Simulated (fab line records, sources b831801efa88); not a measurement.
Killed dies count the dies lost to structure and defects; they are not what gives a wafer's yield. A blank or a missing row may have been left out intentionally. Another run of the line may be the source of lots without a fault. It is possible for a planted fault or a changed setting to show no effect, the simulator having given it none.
fab line records    flow sfq-line    part 2 of 2: steps 25 to 34 of 34
[record] lots = 5  wafers = 15  last-day = 92
route steps=325 shown I3@136 M4@148 I4@163
lots that met no fault: taken from a fault-free run of the same line
start-h: hours from the record's opening day to when the first of the lot's shown wafers began    wait-h: hours since the lot's step before    " same as the row above    L1.1+2: a single row standing in for several wafers    - no value, or no start was given    * or withheld: withheld    < > ~ a bound
route shown NAME@n: names a module that has steps shown in the file, with the first one's number in the route    usual: the fault-free wafers' mean and standard deviation    same: alike in all rows    chamber/n: place in a boat    sites: each site's reading    _std_site: the standard deviation of these    _edge_site: the outer-site mean with the inner-site mean subtracted    radius-mm: for every site, how far away it sits from the centre of the wafer    mask NAME#n: copy n    behind: the tool/chamber that last shaped the wafer    hold: what put the lot on hold/how long, in hours/how the hold closed    device: whichever transistor did not switch (one of n, p or np)    end of line: at the end of the route, the tests of the same wafers    a step given without rows: its recipe and nothing more    killed: at the first sort, the dies lost to defects and structure; wafer yield is something else    map: shows each die of a wafer: x if killed, . if not, _ if none is there
set.NAME: setting as actually run; set.NAME@STEP: the setting as run at that earlier step    model.NAME: the simulator's own value behind a step, which no gauge read
lots seen at some steps along the route; tables by step, rows by wafer
services: a tool's chamber out of use, with start hour (start-h, from the record's first day; less than 0 if before it), hours out, and reason
[[steps]]
[step SFQ_TRILAYER_M4_STRIP_STRIP_097]
[recipe] gas = O2  power-w = 200  platen-temp-c = 40  overash-fraction = 0.65  chemistry = O2  pressure-mtorr = 50
[usual] drypump-motor-current-A = 5.7/0.39  oes-product-au = 1.002/0.011
lot.wafer  tool          chamber  start-h  wait-h  drypump-motor-current-A  oes-product-au  rf-hours-counter-h
L077.3     rie-metal-02  1        1259.42  0.2     5.4                      0.992           -
L077.5     "             1        "        "       5.4                      0.993           -
L077.6     "             0        "        "       5.1                      1.003           -
L078.1     rie-metal-02  0        1267.62  0.1     5.1                      0.999           134
L078.2     "             1        "        "       5.4                      0.997           110
L078.5     "             1        "        "       5.4                      0.988           -
L088.2     rie-metal-04  0        1330.14  0.1     5.8                      1.016           43
L088.5     "             1        "        "       6.0                      1.010           -
L088.6     "             0        "        "       5.8                      1.007           -
L092.3     rie-metal-01  0        1427.49  0.2     6.1                      1.007           -
L092.4     "             1        "        "       5.9                      1.014           -
L092.6     "             1        "        "       6.0                      1.013           -
L097.2     rie-metal-02  1        1468.22  0.1     5.4                      0.976           136
L097.3     "             1        "        "       5.4                      0.973           -
L097.4     "             0        "        "       5.1                      0.985           -
[step SFQ_TRILAYER_M4_STRIP_SOLV_CLEAN_098]
[recipe] chemistry = NMP  temp-c = 70  time-s = 600
[usual] bath-guard-temp-C = 70.0/0.46
lot.wafer  tool          chamber  start-h  wait-h  bath-guard-temp-C
L077.3     wet-bench-03  6        1259.82  0.2     71.3
L077.5     "             4        "        "       69.3
L077.6     "             3        "        "       70.0
L078.1     wet-bench-02  4        1268.22  0.4     70.2
L078.2     "             2        "        "       70.1
L078.5     "             1        "        "       69.9
L088.2     wet-bench-03  5        1330.74  0.4     70.0
L088.5     "             3        "        "       70.3
L088.6     "             6        "        "       70.5
L092.3     wet-bench-02  2        1427.89  0.2     69.6
L092.4     "             1        "        "       70.7
L092.6     "             4        "        "       69.8
L097.2     wet-bench-03  3        1468.82  0.4     69.9
L097.3     "             5        "        "       69.7
L097.4     "             1        "        "       70.5
[step SFQ_TRILAYER_I4_DEP_PECVD_099]
[recipe] material = SiO2  temp-c = 150  time-s = 111.11  pressure-torr = 2.4  rf-w = 183.3  precursor = SiH4/N2O  target-thk-nm = 500
[usual] heater-power-w = 78/8.1  rf-fwd-power-W = 182.4/0.53  throttle-valve-pct = 24.3/1.5
lot.wafer  tool      chamber  start-h  wait-h  heater-power-w  rf-fwd-power-W  since-wet-clean-h  throttle-valve-pct
L077.3     pecvd-03  2        1259.99  0.0     98              181.5           1052               25.8
L077.5     "         1        "        "       81              181.0           -                  28.3
L077.6     "         2        "        "       79              182.0           -                  26.1
L078.1     pecvd-01  2        1268.39  0.0     77              181.8           1430               23.8
L078.2     "         0        "        "       79              181.8           1430               25.0
L078.5     "         2        "        "       83              182.5           -                  23.8
L088.2     pecvd-01  1        1330.92  0.0     58              182.2           0                  22.7
L088.5     "         0        "        "       80              182.6           -                  23.0
L088.6     "         2        "        "       86              183.0           -                  22.3
L092.3     pecvd-04  2        1428.07  0.0     76              182.4           850                24.4
L092.4     "         0        "        "       63              182.0           -                  23.1
L092.6     "         2        "        "       79              182.1           -                  24.1
L097.2     pecvd-03  2        1468.99  0.0     97              182.3           1261               25.8
L097.3     "         0        "        "       84              182.4           1261               23.4
L097.4     "         2        "        "       82              182.1           -                  26.1
[step SFQ_TRILAYER_I4_CMP_CMP_100]
[recipe] material = SiO2  down-force-psi = 3  platen-rpm = 60  pad-velocity-m-s = 0.94248
[usual] motor-current-A = 9.8/0.93  time-to-endpoint-s = 216/9.6
lot.wafer  tool    chamber  start-h  wait-h  motor-current-A  time-to-endpoint-s
L077.3     cmp-01  3        1281.49  21.5    10.7             210
L077.6     "       1        1282.49  22.4    9.9              221
L077.5     "       2        "        "       9.9              212
L078.2     cmp-01  2        1292.49  24.1    10.3             212
L078.1     "       0        1293.49  25.1    8.6              233
L078.5     "       2        1294.49  26.0    9.9              235
L088.2     cmp-02  0        1363.80  32.8    10.3             203
L088.5     "       1        "        "       7.8              229
L088.6     "       2        "        "       10.5             224
L092.4     cmp-01  3        1428.14  0.0     10.9             206
L092.3     "       2        1429.64  1.5     9.7              201
L092.6     "       3        "        "       10.9             205
L097.3     cmp-02  3        1469.07  0.0     9.8              205
L097.4     "       1        1470.07  1.0     8.2              213
L097.2     "       2        "        "       11.0             205
[step SFQ_I4_BOW_MEAS_927]
[recipe] mode = bow
[usual] I4_BOW = 6/9.5
lot.wafer  tool           chamber  start-h  wait-h  I4_BOW[um]
L077.3     film-metro-03  -        1283.53  1.5     2
L077.5     "              -        "        "       14
L077.6     "              -        "        "       8
L078.1     film-metro-01  -        1295.49  1.5     23
L078.2     "              -        "        "       11
L078.5     "              -        "        "       20
L088.2     film-metro-01  -        1365.32  1.0     11
L088.5     "              -        "        "       7
L088.6     "              -        "        "       13
L092.3     film-metro-04  -        1431.18  1.0     -4
L092.4     "              -        "        "       1
L092.6     "              -        "        "       -3
L097.2     film-metro-04  -        1472.09  1.0     1
L097.3     "              -        "        "       7
L097.4     "              -        "        "       -3
[step SFQ_TRILAYER_I4_METRO_MEASURE_101]
[usual] thk-nm = 200.0/1.3
lot.wafer  tool           chamber  start-h  wait-h  thk-nm
L077.3     film-metro-03  -        1284.01  0.5     199.6
L077.5     "              -        "        "       198.5
L077.6     "              -        "        "       201.1
L078.1     film-metro-01  -        1295.61  0.1     200.5
L078.2     "              -        "        "       199.5
L078.5     "              -        "        "       198.1
L088.2     film-metro-01  -        1365.62  0.3     198.7
L088.5     "              -        "        "       202.3
L088.6     "              -        "        "       200.4
L092.3     film-metro-04  -        1431.66  0.5     199.4
L092.4     "              -        "        "       201.2
L092.6     "              -        "        "       200.3
L097.2     film-metro-04  -        1472.39  0.3     198.5
L097.3     "              -        "        "       198.8
L097.4     "              -        "        "       201.2
[step SFQ_TRILAYER_I4_VIA_LITHO_COAT_108]
[recipe] resist = BARC  spin-rpm = 3000  resist-thk-nm = 62
[usual] exhaust-pa = 45.0/0.9
lot.wafer  tool            chamber  start-h  wait-h  exhaust-pa
L077.3     litho-track-02  0        1284.91  0.7     45.2
L077.5     "               0        "        "       44.8
L077.6     "               0        "        "       46.0
L078.1     litho-track-02  0        1296.81  1.0     45.0
L078.2     "               0        "        "       44.5
L078.5     "               0        "        "       46.3
L088.2     litho-track-04  0        1366.67  0.8     45.4
L088.5     "               0        "        "       46.6
L088.6     "               0        "        "       45.6
L092.3     litho-track-04  0        1432.56  0.7     44.4
L092.4     "               0        "        "       44.6
L092.6     "               0        "        "       45.4
L097.2     litho-track-02  0        1473.44  0.8     44.5
L097.3     "               0        "        "       43.9
L097.4     "               0        "        "       44.3
[step SFQ_TRILAYER_I4_VIA_LITHO_COAT_103]
[recipe] resist = KrF  spin-rpm = 2944  resist-thk-nm = 650
[usual] exhaust-pa = 45.1/0.98
lot.wafer  tool            chamber  start-h  wait-h  exhaust-pa
L077.3     litho-track-02  0        1285.21  0.2     45.2
L077.5     "               0        "        "       45.4
L077.6     "               0        "        "       44.3
L078.1     litho-track-02  0        1297.11  0.2     46.4
L078.2     "               0        "        "       46.0
L078.5     "               0        "        "       45.0
L088.2     litho-track-04  0        1366.97  0.2     45.1
L088.5     "               0        "        "       44.5
L088.6     "               0        "        "       45.2
L092.3     litho-track-04  0        1432.86  0.2     45.0
L092.4     "               0        "        "       44.6
L092.6     "               0        "        "       45.2
L097.2     litho-track-02  0        1473.74  0.2     45.4
L097.3     "               0        "        "       46.8
L097.4     "               0        "        "       46.1
[step SFQ_TRILAYER_I4_VIA_LITHO_SOFTBAKE_107]
[recipe] temp-c = withheld  time-s = withheld  resist = KrF
[usual] exhaust-pa = 45.0/0.89
lot.wafer  tool            chamber  start-h  wait-h  exhaust-pa
L077.3     litho-track-02  0        1285.46  0.2     44.5
L077.5     "               0        "        "       45.1
L077.6     "               0        "        "       46.3
L078.1     litho-track-02  0        1297.41  0.2     44.2
L078.2     "               0        "        "       46.2
L078.5     "               0        "        "       46.1
L088.2     litho-track-04  0        1367.25  0.2     45.9
L088.5     "               0        "        "       44.3
L088.6     "               0        "        "       44.0
L092.3     litho-track-04  0        1433.11  0.2     46.1
L092.4     "               0        "        "       45.0
L092.6     "               0        "        "       46.4
L097.2     litho-track-02  0        1474.01  0.2     45.4
L097.3     "               0        "        "       45.0
L097.4     "               0        "        "       44.6
[step SFQ_TRILAYER_I4_VIA_LITHO_EXPOSE_104]
[recipe] mask-id = I4  na = 0.6  source-shape = conventional  sigma-outer = 0.65  target-cd-nm = 700  dose-mj = 21.3
lot.wafer   tool            chamber  start-h  wait-h  mask
L077.3+5+6  krf-scanner-01  0        1397.18  -       I4#0
L078.1+2+5  krf-scanner-01  0        1405.18  -       I4#0
L088.2+5+6  krf-scanner-01  0        1465.50  -       I4#0
L092.3+4+6  krf-scanner-01  0        1544.18  -       I4#0
L097.2+3+4  krf-scanner-02  0        1587.45  -       I4#0
[[services]]
tool            chamber  start-h  hours  kind
rie-metal-02    -        1037.97  0.5    repair
krf-scanner-01  -        1040.45  1.0    pm
krf-scanner-01  -        1086.82  1.3    pm
wet-bench-03    -        1118.83  1.9    pm
krf-scanner-01  -        1162.03  1.0    repair
krf-scanner-01  -        1184.75  0.8    pm
krf-scanner-01  -        1205.90  4.0    pm
krf-scanner-01  -        1212.32  1.0    pm
rie-metal-02    -        1218.57  14.6   pm
krf-scanner-01  -        1237.77  0.4    repair
wet-bench-03    -        1251.74  1.7    repair
krf-scanner-01  -        1263.88  1.3    pm
wet-bench-03    -        1302.87  1.1    repair
rie-metal-02    -        1325.38  2.8    pm
krf-scanner-01  -        1353.62  0.8    pm
krf-scanner-01  -        1367.73  5.6    repair
krf-scanner-01  -        1378.32  1.0    pm
krf-scanner-01  -        1423.87  0.4    repair
krf-scanner-01  -        1424.91  0.6    repair
krf-scanner-01  -        1438.78  1.3    pm
rie-metal-02    -        1465.53  1.3    repair
krf-scanner-01  -        1522.90  0.8    pm
krf-scanner-01  -        1547.38  1.0    pm
krf-scanner-01  -        1575.13  0.5    repair
